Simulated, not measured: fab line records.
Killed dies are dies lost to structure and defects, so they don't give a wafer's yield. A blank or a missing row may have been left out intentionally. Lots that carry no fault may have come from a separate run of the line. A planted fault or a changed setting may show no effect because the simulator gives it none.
Chamber matching ; flow gf180mcu ; cmp-02 running GF_V2_CMP_04: 4 sister chambers
The step polishes SiO2. 18 wafers are shown with their chamber, then 9 later ones without.

## EACH WAFER AND ITS CHAMBER
wafer;chamber;motor current A (A);time to endpoint s (s)
L582.2;1;13.0;74
L582.3;3;11.9;75
L582.5;3;11.9;77
L583.1;3;11.6;83
L583.4;1;12.6;88
L583.6;2;9.6;85
L587.3;3;11.9;77
L587.4;1;12.6;81
L587.6;2;9.8;82
L590.2;3;11.8;70
L590.3;1;13.1;71
L590.4;0;11.1;74
L594.2;3;12.1;75
L594.5;2;9.9;80
L594.6;1;13.6;78
L598.1;2;10.0;77
L598.2;3;11.6;75
L598.6;2;9.1;83

SIGNATURES (averages over the wafers above)
reading;chamber 0;chamber 1;chamber 2;chamber 3;scatter within a chamber
motor current A;11.100;12.980;9.680;11.829;0.315
time to endpoint s;74.00;78.40;81.40;76.00;4.63
Rule: for a wafer and a chamber, the distance is found by dividing, reading by reading, the gap between the wafer's reading and the chamber's mean by the reading's scatter, squaring, summing and taking the root. The wafer belongs to the nearest chamber; if the next one is less than 2 further off, it can't be placed. How the scatter is found: for the shown wafers, subtract from each reading the mean of its chamber, square and add these, divide the total by (wafers less chambers), then take the root.

## WAFERS WHOSE CHAMBER IS MISSING
wafer;motor current A (A);time to endpoint s (s)
L600.1;9.2;74
L600.3;12.8;71
L600.6;12.2;79
L603.1;9.8;73
L603.4;12.4;77
L603.6;10.0;76
L605.3;11.0;80
L605.5;9.5;84
L605.6;13.1;87

## CHAMBER TAKEN BY EACH
wafer;from the rows above;in truth
L600.1;2;2
L600.3;can't be placed: 1 or 3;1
L600.6;can't be placed: 3 or 1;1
L603.1;2;2
L603.4;can't be placed: 3 or 1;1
L603.6;can't be placed: 2 or 0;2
L605.3;can't be placed: 0 or 3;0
L605.5;2;2
L605.6;1;1
Correctly placed: 4 of 9. These rows do not allow placing 5 (true chamber among the candidates in 5). Placed wrongly: 0.
